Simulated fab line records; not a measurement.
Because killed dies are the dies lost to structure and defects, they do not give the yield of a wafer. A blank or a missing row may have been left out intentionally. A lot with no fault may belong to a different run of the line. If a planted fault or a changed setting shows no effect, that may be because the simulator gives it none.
Chamber matching | flow sky130 | 4 sister chambers for SKY_CONTACT_CMP_04 on cmp-02
The step polishes SiO2. 8 wafers are shown with their chamber, then 8 later ones without.

WAFERS PAIRED WITH THEIR CHAMBERS
wafer  | chamber | motorCurrentA (A) | timeToEndpointS (s)
L450.2 | 3       | 15.2              | 80
L454.1 | 1       | 11.7              | 84
L454.2 | 2       | 13.1              | 80
L454.6 | 0       | 11.2              | 75
L455.1 | 1       | 11.5              | 85
L455.2 | 0       | 10.5              | 75
L455.4 | 3       | 15.5              | 83
L456.3 | 2       | 13.8              | 81

WAFERS WITHOUT THEIR CHAMBER
wafer  | motorCurrentA (A) | timeToEndpointS (s)
L456.5 | 14.7              | 79
L456.6 | 13.9              | 77
L457.3 | 10.5              | 77
L457.4 | 13.0              | 77
L457.6 | 15.0              | 80
L459.1 | 10.6              | 75
L459.2 | 13.6              | 79
L459.5 | 10.8              | 77

CHAMBER TAKEN BY EACH
wafer  | from the rows above     | in truth
L456.5 | can't be placed: 3 or 2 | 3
L456.6 | 2                       | 2
L457.3 | 0                       | 0
L457.4 | 2                       | 2
L457.6 | 3                       | 3
L459.1 | 0                       | 0
L459.2 | 2                       | 2
L459.5 | 0                       | 0
7 of 8 placed correctly. Not placeable from these rows: 1 (in 1, the candidates include the true chamber). Placed wrongly: 0.
How it was worked out, from the rows above alone: a wafer's distance from a chamber is the root of the sum, over the readings, of the square of ((its reading less the chamber's mean) divided by the reading's scatter). The wafer belongs to the nearest chamber; if the next one is less than 2 further off, it can't be placed. A chamber's mean is the mean of its shown wafers. How the scatter is found: for the shown wafers, subtract from each reading the mean of its chamber, square and add these, divide the total by (wafers less chambers), then take the root.
